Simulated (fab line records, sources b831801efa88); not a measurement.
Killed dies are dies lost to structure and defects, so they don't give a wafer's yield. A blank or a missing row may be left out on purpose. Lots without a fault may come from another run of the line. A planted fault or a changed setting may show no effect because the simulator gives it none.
fab line records | flow sky130
record lots=5 wafers=15 last_day=50
route steps=708 shown VIA2@516 METAL3@532 PAD_OPEN@708
lots that met no fault: from a run of the same line without faults
start_h: hours from the record's first day to the start of the lot's first wafer shown | wait_h: hours since the lot's step before | " the same as in the row above | L1.1+2: a row that stands for several wafers | - no value, or no start given | * or withheld: withheld | < > ~ a bound
route shown NAME@n: a module of which the file shows steps, and the number in the route of the first | usual: mean/standard deviation of fault-free wafers | same: alike in all rows | chamber/n: place in a boat | sites: the reading at each site | _std_site: their standard deviation | _edge_site: outer sites' mean less inner sites' | radius_mm: how far each site lies from the wafer's centre | mask NAME#n: copy n | behind: the tool/chamber that last shaped the wafer | hold: why the lot was held/for how many hours/how that ended | device: the transistor (n, p or np) that didn't switch | end of line: the same wafers' tests at the end of the route | a step without rows: its recipe alone | killed: dies lost to structure and defects at the first sort, not the wafer's yield | map: a wafer's dies, x killed, . not, _ none there
set.NAME: the setting as run; set.NAME@STEP: as run at that earlier step | model.NAME: the simulator's own value behind a step, which no gauge read
lots at some steps of the route; a table a step, a row a wafer
services: from which hour (start_h, from the record's first day; less than 0 if before it) a tool's chamber was out of use, for how many hours, and why
## steps
# step SKY_VIA2_EXPOSE_09
# recipe mask_id=VIM2 na=0.8 source_shape=annular sigma_inner=0.55 sigma_outer=0.85 target_cd_nm=200 dose_mj=38
# step SKY_VIA2_PEB_10
# recipe peb_temp_c=withheld peb_time_s=withheld resist=KrF-thick
# step SKY_VIA2_DEVELOP_11
# recipe develop_time_s=60 resist=KrF-thick dev_temp_c=21
# step SKY_VIA2_CD_MEAS_12
# recipe target_cd_nm=200
# usual cd_nm=200.1/1.4
# columns lot.wafer tool chamber start_h wait_h cd_nm
L572.2 cd_sem-02 - 875.46 - 200.3
L572.4 " - " " 200.4
L572.6 " - " " 201.0
L576.2 cd_sem-02 - 897.31 - 201.1
L576.3 " - " " 201.8
L576.6 " - " " 200.8
L577.1 cd_sem-02 - 910.12 - 203.0
L577.5 " - " " 200.1
L577.6 " - " " 201.2
L587.3 cd_sem-02 - 973.40 - 201.2
L587.5 " - " " 200.2
L587.6 " - " " 201.5
L592.2 cd_sem-01 - 1002.56 - 202.7
L592.4 " - " " 202.4
L592.5 " - " " 203.6
# step SKY_VIA2_OVL_MEAS_13
# usual VIA2_OVL=3/4.3
# columns lot.wafer tool chamber start_h wait_h VIA2_OVL[nm]
L572.2 overlay-01 - 875.56 0.1 7
L572.4 " - " " 3
L572.6 " - " " 6
L576.2 overlay-01 - 897.42 0.1 2
L576.3 " - " " 8
L576.6 " - " " 5
L577.1 overlay-02 - 910.24 0.1 1
L577.5 " - " " 0
L577.6 " - " " 4
L587.3 overlay-02 - 973.49 0.1 5
L587.5 " - " " 2
L587.6 " - " " 3
L592.2 overlay-02 - 1002.66 0.1 3
L592.4 " - " " 1
L592.5 " - " " -1
# step SKY_VIA2_ETCH_14
# recipe chemistry=N2/H2 target=BARC ion_energy_ev=200 source_w=500 bias_w=100 pressure_mtorr=30 n2_flow_sccm=100 h2_flow_sccm=200 stop_on=SiO2 time_s=45.9 target_depth_a=600
# usual bias_w=99.96/0.29 drypump_motor_current_A=5.7/0.49 oes_product_au=0.855/0.0053 throttle_valve_pct=13.226/0.0084
# columns lot.wafer tool chamber start_h wait_h bias_w drypump_motor_current_A oes_product_au rf_hours_counter_h throttle_valve_pct
L572.2 rie_diel-03 3 875.59 0.0 100.05 5.6 0.846 2 13.220
L572.4 " 0 " " 99.43 5.4 0.864 24 13.233
L572.6 " 0 " " 99.93 5.4 0.851 - 13.230
L576.2 rie_diel-01 0 897.45 0.0 99.76 4.9 0.852 8 13.229
L576.3 " 1 " " 100.50 5.6 0.867 0 13.226
L576.6 " 1 " " 99.99 5.7 0.863 - 13.220
L577.1 rie_diel-04 2 910.28 0.0 99.78 5.5 0.864 11 13.218
L577.5 " 1 " " 99.23 5.4 0.848 - 13.220
L577.6 " 2 " " 99.82 5.5 0.855 - 13.208
L587.3 rie_diel-03 3 973.52 0.0 99.87 5.5 0.848 4 13.220
L587.5 " 2 " " 100.34 5.5 0.860 - 13.243
L587.6 " 1 " " 99.86 6.3 0.850 - 13.223
L592.2 rie_diel-01 3 1002.69 0.0 100.21 5.9 0.855 13 13.220
L592.4 " 0 " " 99.77 4.8 0.858 11 13.234
L592.5 " 0 " " 99.37 4.8 0.845 - 13.225
# step SKY_VIA2_ETCH_15
# recipe target=SiO2 chemistry=C4F8/O2/Ar target_depth_nm=546 stop_on=TiN mask_material=KrF-thick source_w=1500 bias_w=1200 pressure_mtorr=40 c4f8_flow_sccm=withheld O2_flow_sccm=6 Ar_flow_sccm=300 time_s=84
# usual bias_w=1199/4.2 oes_product_au=0.939/0.0051
# columns lot.wafer tool chamber start_h wait_h bias_w oes_product_au rf_hours_counter_h
L572.2 rie_diel-03 3 875.64 0.0 1201 0.933 2
L572.4 " 0 " " 1196 0.934 24
L572.6 " 0 " " 1193 0.936 -
L576.2 rie_diel-01 0 897.49 0.0 1194 0.931 8
L576.3 " 1 " " 1205 0.936 0
L576.6 " 1 " " 1199 0.942 -
L577.1 rie_diel-04 2 910.32 0.0 1198 0.935 11
L577.5 " 1 " " 1197 0.947 -
L577.6 " 2 " " 1202 0.946 -
L587.3 rie_diel-03 3 973.56 0.0 1200 0.937 4
L587.5 " 2 " " 1192 0.941 -
L587.6 " 1 " " 1202 0.939 -
L592.2 rie_diel-01 3 1002.74 0.0 1197 0.950 13
L592.4 " 0 " " 1199 0.944 11
L592.5 " 0 " " 1197 0.949 -
# step SKY_VIA2_STRIP_16
# recipe chemistry=O2/N2 power_w=1400 pressure_mtorr=1500 platen_temp_c=withheld o2_flow_sccm=3000 n2_flow_sccm=300 overash_fraction=0.5
# usual drypump_motor_current_A=5.8/0.46 oes_product_au=0.398/0.0042 strip_time_to_endpoint_s=4.046/0.021
# columns lot.wafer tool chamber start_h wait_h drypump_motor_current_A oes_product_au rf_hours_counter_h strip_time_to_endpoint_s
L572.2 plasma_asher-03 0 875.70 0.0 5.4 0.402 71 4.047
L572.4 " 1 " " 6.6 0.403 - 4.059
L572.6 " 1 " " 6.6 0.402 - 4.044
L576.2 plasma_asher-04 1 897.55 0.0 5.8 0.393 110 4.050
L576.3 " 1 " " 5.8 0.403 - 4.051
L576.6 " 0 " " 5.3 0.399 - 4.072
L577.1 plasma_asher-04 1 910.38 0.0 5.8 0.403 111 4.055
L577.5 " 0 " " 5.3 0.401 - 4.050
L577.6 " 1 " " 5.8 0.398 - 4.067
L587.3 plasma_asher-03 0 973.66 0.1 5.4 0.394 - 4.044
L587.5 " 1 " " 6.6 0.399 - 4.011
L587.6 " 0 " " 5.4 0.395 - 4.025
L592.2 plasma_asher-03 0 1002.80 0.0 5.4 0.395 84 4.031
L592.4 " 0 " " 5.4 0.392 - 4.007
L592.5 " 0 " " 5.4 0.396 - 4.017
# step SKY_VIA2_STRIP_17
# recipe chemistry=post_etch_residue_remover time_s=1200 temp_c=72.5
# step SKY_VIA2_CLEAN_18
# recipe chemistry=IPA time_s=180 temp_c=25
# step SKY_VIA2_CLEAN_19
# recipe chemistry=O3/DIW dry=n2_spin
# step SKY_VIA2_SPUTTER_20
# recipe material=TiN target_thk_nm=20 chamber_pressure_pa=5 power_w=4000 time_s=80
# usual cathode_dc_power_W=3999.9/0.74 throttle_valve_pct=30.0/0.96
# columns lot.wafer tool chamber start_h wait_h cathode_dc_power_W throttle_valve_pct
L572.2 pvd_sputter-02 - 876.30 0.0 4001.2 30.4
L572.4 " - " " 4000.5 29.3
L572.6 " - " " 4001.1 30.8
L576.2 pvd_sputter-03 - 898.24 0.0 3999.9 30.4
L576.3 " - " " 4001.6 31.6
L576.6 " - " " 3999.3 30.3
L577.1 pvd_sputter-02 - 911.01 0.0 4000.0 30.5
L577.5 " - " " 4000.4 29.4
L577.6 " - " " 4001.0 30.5
L587.3 pvd_sputter-03 - 974.22 0.0 4000.5 29.4
L587.5 " - " " 3999.1 30.5
L587.6 " - " " 3999.5 30.9
L592.2 pvd_sputter-02 - 1003.52 0.0 4000.2 30.1
L592.4 " - " " 4000.5 30.8
L592.5 " - " " 3999.3 28.3
# step SKY_VIA2_CVD_21
# recipe material=W target_thk_nm=420 time_s=126.4 temp_c=400 pressure_torr=40
# usual chamber_pressure_Torr=39.98/0.082 heater_power_w=859/44
# columns lot.wafer tool chamber start_h wait_h chamber_pressure_Torr heater_power_w model.W_of_VIA2_CVD_21.thk_nm
L572.2 cvd_w-01 1 876.36 0.0 39.99 915 420.1
L572.4 " 1 " " 39.96 907 418.2
L572.6 " 0 " " 39.96 845 413.3
L576.2 cvd_w-01 0 898.30 0.0 39.99 834 419.4
L576.3 " 1 " " 39.94 903 421.7
L576.6 " 1 " " 39.95 905 418.5
L577.1 cvd_w-01 1 911.07 0.0 39.92 894 425.4
L577.5 " 1 " " 40.04 884 421.7
L577.6 " 0 " " 40.07 834 427.3
L587.3 cvd_w-01 1 974.33 0.1 39.87 885 413.1
L587.5 " 1 " " 39.92 900 546.5
L587.6 " 0 " " 39.98 832 420.3
L592.2 cvd_w-02 1 1003.58 0.0 39.98 807 416.3
L592.4 " 0 " " 40.09 892 422.3
L592.5 " 0 " " 40.04 892 413.9
# step SKY_VIA2_RS_MEAS_22
# recipe thk_meas_gauge=four-point-probe reads=W_of_VIA2_CVD_21+TiN_of_VIA2_SPUTTER_20
# usual VIA2_W_RS=0.2739/0.0026
# columns lot.wafer tool chamber start_h wait_h VIA2_W_RS[ohm/sq]
L572.2 film_metro-03 - 876.51 0.1 0.2721
L572.4 " - " " 0.2735
L572.6 " - " " 0.2769
L576.2 film_metro-01 - 898.45 0.1 0.2734
L576.3 " - " " 0.2722
L576.6 " - " " 0.2739
L577.1 film_metro-02 - 911.20 0.1 0.2692
L577.5 " - " " 0.2713
L577.6 " - " " 0.2680
L587.3 film_metro-02 - 974.45 0.1 0.2770
L587.5 " - " " 0.2091
L587.6 " - " " 0.2723
L592.2 film_metro-01 - 1003.73 0.1 0.2756
L592.4 " - " " 0.2718
L592.5 " - " " 0.2770
# step SKY_VIA2_THK_MEAS_23
# recipe thk_meas_gauge=xrf reads=W_of_VIA2_CVD_21
# usual VIA2_W_THK=423/7
# columns lot.wafer tool chamber start_h wait_h VIA2_W_THK[nm]
L572.2 film_metro-03 - 876.62 0.1 419
L572.4 " - " " 416
L572.6 " - " " 412
L576.2 film_metro-01 - 898.56 0.1 433
L576.3 " - " " 433
L576.6 " - " " 430
L577.1 film_metro-02 - 911.32 0.1 428
L577.5 " - " " 425
L577.6 " - " " 431
L587.3 film_metro-02 - 974.55 0.1 421
L587.5 " - " " 562
L587.6 " - " " 426
L592.2 film_metro-01 - 1003.84 0.1 430
L592.4 " - " " 434
L592.5 " - " " 426
# step SKY_VIA2_CMP_24
# recipe stop_on=SiO2 t_overpolish_s=20 down_force_psi=3.5 platen_rpm=60 target_thk_nm=0 pad_velocity_m_s=0.94248
# usual edge_zone_pressure_frac=1.000/0.0045 motor_current_A=11.2/1.6 time_to_endpoint_s=100/3.7
# columns lot.wafer tool chamber start_h wait_h edge_zone_pressure_frac motor_current_A time_to_endpoint_s
L572.4 cmp-01 0 876.77 0.1 0.999 9.0 101
L572.2 " 1 " " 1.000 11.4 105
L572.6 " 2 " " 1.004 9.9 104
L576.2 cmp-02 1 898.66 0.1 1.002 11.8 98
L576.3 " 3 " " 1.003 9.6 99
L576.6 " 0 " " 0.994 9.8 99
L577.1 cmp-01 0 911.53 0.2 1.000 9.1 101
L577.6 " 1 " " 0.989 11.0 104
L577.5 " 2 " " 0.998 10.7 103
L587.3 cmp-01 0 974.69 0.1 1.011 9.4 103
L587.5 " 2 " " 0.991 10.5 136
L587.6 " 3 " " 1.000 13.9 106
L592.2 cmp-02 1 1004.41 0.6 1.001 11.6 93
L592.4 " 3 " " 1.003 9.5 94
L592.5 " 2 " " 0.997 13.4 99
# step SKY_METAL3_SPUTTER_00
# recipe material=Ti target_thk_nm=15 power_w=3000 time_s=10 chamber_pressure_pa=0.4
# usual cathode_dc_power_W=3000.0/0.53 throttle_valve_pct=30.2/0.99
# columns lot.wafer tool chamber start_h wait_h cathode_dc_power_W throttle_valve_pct
L572.2 pvd_sputter-03 - 876.97 0.1 2999.9 31.9
L572.4 " - " " 3000.0 30.2
L572.6 " - " " 2999.8 29.6
L576.2 pvd_sputter-01 - 898.91 0.2 2999.9 30.8
L576.3 " - " " 2999.4 30.4
L576.6 " - " " 2999.9 29.2
L577.1 pvd_sputter-01 - 911.68 0.1 2999.7 30.5
L577.5 " - " " 2999.8 30.4
L577.6 " - " " 3000.4 29.2
L587.3 pvd_sputter-01 - 974.89 0.1 2999.5 29.1
L587.5 " - " " 2998.8 29.2
L587.6 " - " " 2999.8 30.5
L592.2 pvd_sputter-03 - 1004.71 0.2 2999.9 30.9
L592.4 " - " " 2999.0 32.0
L592.5 " - " " 2999.4 29.8
# step SKY_PAD_OPEN_PROBE_99
# usual defect_limited_yield=82.3/2 killed_at_M0_to_M3=43/7.3 killed_at_M4_up=3.2/1.8 killed_at_contacts=24/5.8 killed_at_front_end=16/4.5 killed_at_other=0.3/0.53 killed_dies=87/9.9 killed_open=48/6.8 killed_short=39/6.9 sort_bin_3_pad_short=0.8/0.42 sort_bin_5_function=10.4/1.6 sort_bin_6_memory=6.4/1.2 sort_n_pass=405/9.9 sort_yield_pct=82.3/2
# same gross_dies=492 killed_at_back_side=0 sort_bin_4_leakage[%]=0 sort_bin_8_speed[%]=0
# columns lot.wafer tool chamber start_h wait_h defect_limited_yield[%] killed_at_M0_to_M3 killed_at_M4_up killed_at_contacts killed_at_front_end killed_at_other killed_dies killed_open killed_short sort_bin_3_pad_short[%] sort_bin_5_function[%] sort_bin_6_memory[%] sort_n_pass sort_yield_pct[%]
L577.1 prober-01 - 1122.33 0.1 81.9 47 3 26 12 1 89 45 44 0.8 11.4 5.9 403 81.9
L577.5 prober-01 - 1122.53 0.2 80.3 44 4 30 19 0 97 50 47 1.2 11.6 6.9 395 80.3
L577.6 prober-01 - 1122.58 0.2 82.7 39 4 22 20 0 85 50 35 0.4 11.8 5.1 407 82.7
# killed by level:class
L577.1 VIA3:geometric_particle:open=9 VIA1:geometric_particle:open=9 CONTACT:geometric_particle:open=8 VIA1:geometric_particle:short=7 LI_CONTACT:geometric_particle:open=6 LOCAL_INTERCONNECT:geometric_particle:short=6 METAL1:geometric_particle:short=5 METAL2:geometric_particle:short=5
L577.5 LI_CONTACT:geometric_particle:open=11 VIA1:geometric_particle:open=9 CONTACT:geometric_particle:open=7 METAL1:geometric_particle:short=6 VIA3:geometric_particle:open=6 FIELD_ISO:geometric_particle:open=5 POLY_GATE:geometric_particle:short=5 FIELD_ISO:geometric_particle:short=4
L577.6 CONTACT:geometric_particle:open=11 VIA1:geometric_particle:open=8 VIA3:geometric_particle:open=7 VIA2:geometric_particle:open=7 POLY_GATE:geometric_particle:open=6 LI_CONTACT:geometric_particle:short=4 LI_CONTACT:geometric_particle:open=4 METAL2:geometric_particle:short=4
## services
# columns tool chamber start_h hours kind
cvd_w-01 1 856.07 4.7 repair
rie_diel-04 2 861.71 1.9 repair
plasma_asher-04 - 870.05 0.7 repair
cvd_w-01 - 870.89 5.2 repair
plasma_asher-03 - 880.53 1.2 repair
cmp-01 - 882.57 1.7 repair
rie_diel-01 2 884.93 14.6 repair
rie_diel-04 0 887.55 16.5 repair
rie_diel-04 3 892.80 1.5 repair
rie_diel-03 - 894.21 28.1 pm
cmp-01 - 912.00 4.0 pm
cmp-01 - 923.52 1.3 repair
rie_diel-03 0 927.88 3.5 repair
cvd_w-01 0 943.63 3.1 repair
pvd_sputter-03 - 966.99 1.4 repair
rie_diel-04 2 968.67 16.7 repair
cmp-01 - 970.87 0.7 repair
rie_diel-04 - 979.03 0.4 repair
cmp-02 - 982.27 5.7 repair
cmp-02 - 985.78 0.9 repair
rie_diel-01 - 991.22 2.8 pm
rie_diel-03 3 992.40 1.3 repair
pvd_sputter-03 - 997.30 3.7 repair
cmp-01 - 1000.58 7.5 pm
## key
first_sign step=SKY_VIA2_RS_MEAS_22 reading=VIA2_W_RS direction=down sigmas=25 usual=0.2739 struck=0.2091
effect step=SKY_VIA2_THK_MEAS_23 reading=VIA2_W_THK direction=up sigmas=20 usual=423 struck=562
effect step=SKY_VIA2_CMP_24 reading=time_to_endpoint_s direction=up sigmas=9.7 usual=* struck=*
model_effect step=SKY_VIA2_CVD_21 value=W_of_VIA2_CVD_21.thk_nm without=411.1 struck=546.5
met_at SKY_VIA2_CVD_21
struck_wafers L587.5
onset_between 911.07 974.33
fault kind=process_parameter_drift tool=cvd_w-01 chamber=- onset_h=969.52 steps=SKY_VIA2_CVD_21 channel=target_thk_nm offset=135.41 shape=step end_h=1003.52 scope=struck_wafers_only acts_in=these_recipes_only stated=420
